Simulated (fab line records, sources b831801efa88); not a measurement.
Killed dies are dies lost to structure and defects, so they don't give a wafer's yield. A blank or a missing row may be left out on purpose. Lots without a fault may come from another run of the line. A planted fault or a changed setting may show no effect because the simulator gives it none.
A struck lot beside a sound one | flow sky130 | 15 steps out of a route of 708
Sound: wafers L494.3, L494.5, L494.6. Struck: wafers L490.1, L490.2, L490.3. The cause comes at the end.
At each step with rows: each side's tool, then ch and its chambers, then its first start. Under that, the readings that differ: sound wafers | struck wafers | difference of the means | sigmas: that difference in standard deviations of wafers without a fault.
alike: readings whose means differ by less than 2 such deviations, and words and numbers that are the same on both sides. not compared: withheld readings, readings that some wafer has no value for, bounds like >300 that may hide the same value, and numbers for which the record gives no deviation and whose values overlap.
The two part at a step that has a row with sigmas, a row that says differs or no value, or rows on one side only. Numbers that don't overlap but have no deviation are shown without sigmas and don't part them. A reading that every wafer of one side lacks parts them only if that side has two wafers or more.

first, 3 steps without rows for these wafers: SKY_LDD_LDN_EXPOSE_04 (exposes mask LDNTM, target cd 700 nm); SKY_LDD_LDN_PEB_05; SKY_LDD_LDN_DEVELOP_06 (develop time 60 s).
SKY_LDD_LDN_OVL_MEAS_07:
  sound on overlay-01, day 28 20:44; struck on overlay-01, day 27 13:37
  alike: LDD_LDN_OVL
then, 4 steps without rows for these wafers: SKY_LDD_LDN_IMPLANT_08; SKY_LDD_LDN_IMPLANT_09; SKY_LDD_LDN_IMPLANT_10; SKY_LDD_LDN_IMPLANT_11.
SKY_LDD_LDN_STRIP_12: strips in O2/N2.
  sound on plasma_asher-03 ch 0,1, day 28 21:23; struck on plasma_asher-04 ch 0,1, day 27 14:16
  alike: chamber_pressure_mTorr, drypump_motor_current_A, n2_flow_sccm, oes_product_au, strip_time_to_endpoint_s
  not compared: rf_hours_counter_h
SKY_LDD_LDN_TW_MEAS_13:
  sound on film_metro-02, day 28 21:28; struck on film_metro-01, day 27 14:22
  alike: LDD_LDN_TW
then, 2 steps without rows for these wafers: SKY_LDD_LDN_CLEAN_14 (cleans in SC1/SC2, time 150 s); SKY_SPACER_CVD_00 (deposits Si3N4 from DCS/NH3, target thk 43.1 nm, time 740 s).
SKY_SPACER_THK_MEAS_01:
  sound on film_metro-03, day 28 22:47; struck on film_metro-04, day 27 15:54
  reading                | sound          | struck         | difference | sigmas
  SPACER_CVD_00_THK (nm) | 43.3 43.1 43.3 | 44.3 44.6 44.4 | +1.2       | +4
  not compared: hold
SKY_SPACER_ETCHBACK_02: etches Si3N4 in CH3F/O2, stops on SiO2, time 46.7 s, target depth 45 nm.
  sound on rie_diel-01 ch 0,3, day 28 22:50; struck on rie_diel-04 ch 1,2,3, day 28 04:08
  reading | sound | struck                                                                        | difference                   | sigmas
  hold    | - - - | await_dispo/12.2h/release await_dispo/12.2h/release await_dispo/12.2h/release | no value on the sound wafers |
  alike: O2_flow_sccm, chamber_pressure_mTorr, drypump_motor_current_A, oes_product_au, throttle_valve_pct
  not compared: rf_hours_counter_h
-- the record jumps here: 21 days lie between the struck wafers' starts before and after (it left off in module SPACER and takes up again in module PAD_OPEN, whose first step shown is number 708 of the route) --
SKY_PAD_OPEN_PROBE_99:
  sound on prober-02, day 49 13:10; struck on prober-01, day 48 20:57
  reading         | sound | struck | difference | sigmas
  killed_at_M4_up | 1 1 1 | 5      | +4         | +2
  alike: killed_at_M0_to_M3, killed_at_contacts, killed_at_front_end, killed_at_other, killed_dies, killed_open, killed_short

WHERE THEY PART
First at SKY_SPACER_THK_MEAS_01; last, within this record, at SKY_PAD_OPEN_PROBE_99.

WHY: what the simulator had put in
Metrology matching offset: film_metro-04, from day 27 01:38 on, at SKY_SPACER_THK_MEAS_01. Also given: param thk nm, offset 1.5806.
